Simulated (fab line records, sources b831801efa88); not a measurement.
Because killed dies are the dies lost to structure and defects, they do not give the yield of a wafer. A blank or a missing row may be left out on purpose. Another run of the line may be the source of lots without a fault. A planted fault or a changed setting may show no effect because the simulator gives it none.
Which of the tools did it? ; flow sky130 ; Sampling: 6 lots, 18 wafers, 3 of 708 route steps

== WHAT EACH GAUGE READ, for each wafer ==
SKY_CAPM_THK_MEAS_01.
lot;measured;on;CAPM_CVD_00_THK (nm)
L395;day 37 01:59;filmMetro-02;15.71 15.76 15.78
L397;day 37 10:38;filmMetro-02;15.59 15.48 15.92
L400;day 38 09:32;filmMetro-01;15.18 15.59 15.79
L402;day 38 16:35;filmMetro-04;15.66 15.81 15.62
L412;day 41 16:50;filmMetro-02;18.42 18.49 18.96
L414;day 42 07:44;filmMetro-02;18.58 18.62 18.97

== TOOL THAT RAN EACH LOT (tool first, then ch and the chambers of the sampled wafers, then the start) ==
lot;SKY_VIA2_CVD_21;SKY_METAL3_SPUTTER_00
L395;cvdW-02 ch 0,1, day 37 01:11;pvdSputter-04, day 37 01:45
L397;cvdW-01 ch 0,1, day 37 09:53;pvdSputter-02, day 37 10:26
L400;cvdW-02 ch 0,1, day 38 08:47;pvdSputter-02, day 38 09:21
L402;cvdW-02 ch 1, day 38 15:47;pvdSputter-02, day 38 16:24
L412;cvdW-02 ch 0,1, day 41 15:44;pvdSputter-04, day 41 16:39
L414;cvdW-02 ch 0,1, day 42 06:57;pvdSputter-02, day 42 07:34
- SKY_VIA2_CVD_21: deposits W, target thk 420 nm, time 126.4 s.
- SKY_METAL3_SPUTTER_00: material Ti, target thk 15 nm, time 10 s.

== THE ANSWER, worked out from the rows above alone ==
Rule: the usual values come from the lots themselves. The widest of any qualifying gaps counts: lots, ordered by their means at a reading, are off when they make up no more than a third of the lots, leave a main group of 4 or more, and stand apart from it by 3 or more times the standard deviation of that group's means. A main group is skipped when, at the precision printed for the reading in the tables above, its means are all equal. A lot without any number at a reading at which 4 lots or more have one is off too. Where the step has rows for the other lots, those lots are counted as sound.
Off: L412, L414, at SKY_CAPM_THK_MEAS_01 (CAPM_CVD_00_THK). The main group has a mean of 15.66 nm with a standard deviation of 0.085.
If a tool, at a process step before that reading, ran all the lots that are off and no sound lot after the first of them, it fits. Those tools and the gauges at SKY_CAPM_THK_MEAS_01 are tried in the same way. Undecided on this evidence; 2 tools fit (cvdW-02 at SKY_VIA2_CVD_21, filmMetro-02 at SKY_CAPM_THK_MEAS_01).

== WHAT THE SIMULATOR PUT IN ==
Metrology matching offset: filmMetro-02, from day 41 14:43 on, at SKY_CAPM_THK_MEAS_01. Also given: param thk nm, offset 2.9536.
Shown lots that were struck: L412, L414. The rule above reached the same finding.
